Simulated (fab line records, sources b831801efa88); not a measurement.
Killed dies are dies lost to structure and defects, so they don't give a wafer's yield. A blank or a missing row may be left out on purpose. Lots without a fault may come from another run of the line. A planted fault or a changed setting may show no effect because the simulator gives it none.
A struck lot beside a sound one | flow sky130 | 15 steps out of a route of 708
Sound: wafers L228.1, L228.2, L228.5. Struck: wafers L229.1, L229.2, L229.5. The cause comes at the end.
At each step with rows: each side's tool, then ch and its chambers, then its first start. Under that, the readings that differ: sound wafers | struck wafers | difference of the means | sigmas: that difference in standard deviations of wafers without a fault.
alike: readings whose means differ by less than 2 such deviations, and words and numbers that are the same on both sides. not compared: withheld readings, readings that some wafer has no value for, bounds like >300 that may hide the same value, and numbers for which the record gives no deviation and whose values overlap.
The two part at a step that has a row with sigmas, a row that says differs or no value, or rows on one side only. Numbers that don't overlap but have no deviation are shown without sigmas and don't part them. A reading that every wafer of one side lacks parts them only if that side has two wafers or more.

first, 7 steps without rows for these wafers: SKY_VIA2_HMDS_05 (prime time 60 s); SKY_VIA2_COAT_06 (resist thk 60 nm); SKY_VIA2_COAT_07 (resist thk 450 nm); SKY_VIA2_SOFTBAKE_08 (time 90 s); SKY_VIA2_EXPOSE_09 (exposes mask VIM2, target cd 200 nm); SKY_VIA2_PEB_10; SKY_VIA2_DEVELOP_11 (develop time 60 s).
SKY_VIA2_CD_MEAS_12: target cd 200 nm.
  sound on cd_sem-01, day 38 03:04; struck on cd_sem-02, day 38 00:17
  alike: cd_nm
SKY_VIA2_OVL_MEAS_13:
  sound on overlay-02, day 38 03:11; struck on overlay-01, day 38 00:24
  alike: VIA2_OVL
SKY_VIA2_ETCH_14: etches BARC in N2/H2, stops on SiO2, time 45.9 s, target depth 60 nm.
  sound on rie_diel-04 ch 0,1, day 38 03:14; struck on rie_diel-04 ch 1,2,3, day 38 00:26
  alike: chamber_pressure_mTorr, drypump_motor_current_A, oes_product_au, throttle_valve_pct
  not compared: rf_hours_counter_h
SKY_VIA2_ETCH_15: etches SiO2 in C4F8/O2/Ar, stops on TiN, target depth 546 nm, time 84 s.
  sound on rie_diel-04 ch 0,1, day 38 03:16; struck on rie_diel-04 ch 1,2,3, day 38 00:29
  alike: chamber_pressure_mTorr, oes_product_au
  not compared: rf_hours_counter_h
SKY_VIA2_STRIP_16: strips in O2/N2.
  sound on plasma_asher-03 ch 0,1, day 38 03:20; struck on plasma_asher-03 ch 0,1, day 38 00:32
  alike: chamber_pressure_mTorr, drypump_motor_current_A, oes_product_au, strip_time_to_endpoint_s
  not compared: rf_hours_counter_h
SKY_VIA2_STRIP_17: strips in post etch residue remover, time 1200 s.
  sound on wet_bench-03 ch 0, day 38 03:26; struck on wet_bench-03 ch 1, day 38 00:38
  no value came back on the struck wafers for bath_guard_temp_C (C), bath_heat_duty_pct (%), temp_c (C); on the sound wafers bath_guard_temp_C (C) reads 72.1 72.1 72.2
then, 1 step without rows for these wafers: SKY_VIA2_CLEAN_18 (cleans in IPA, time 180 s).
-- the record jumps here: 9 days lie between the struck wafers' starts before and after (it left off in module VIA2 and takes up again in module PAD_OPEN, whose first step shown is number 708 of the route) --
SKY_PAD_OPEN_PROBE_99:
  sound on prober-02, day 47 07:15; struck on prober-01, day 47 03:29
  reading                       | sound             | struck            | difference | sigmas
  model.etest.via2_chain.rc_ohm | 9.197 9.404 9.735 | 11.99 12.14 11.79 | +2.53      |

WHERE THEY PART
Only at SKY_VIA2_STRIP_17, within this record.

WHY: what the simulator had put in
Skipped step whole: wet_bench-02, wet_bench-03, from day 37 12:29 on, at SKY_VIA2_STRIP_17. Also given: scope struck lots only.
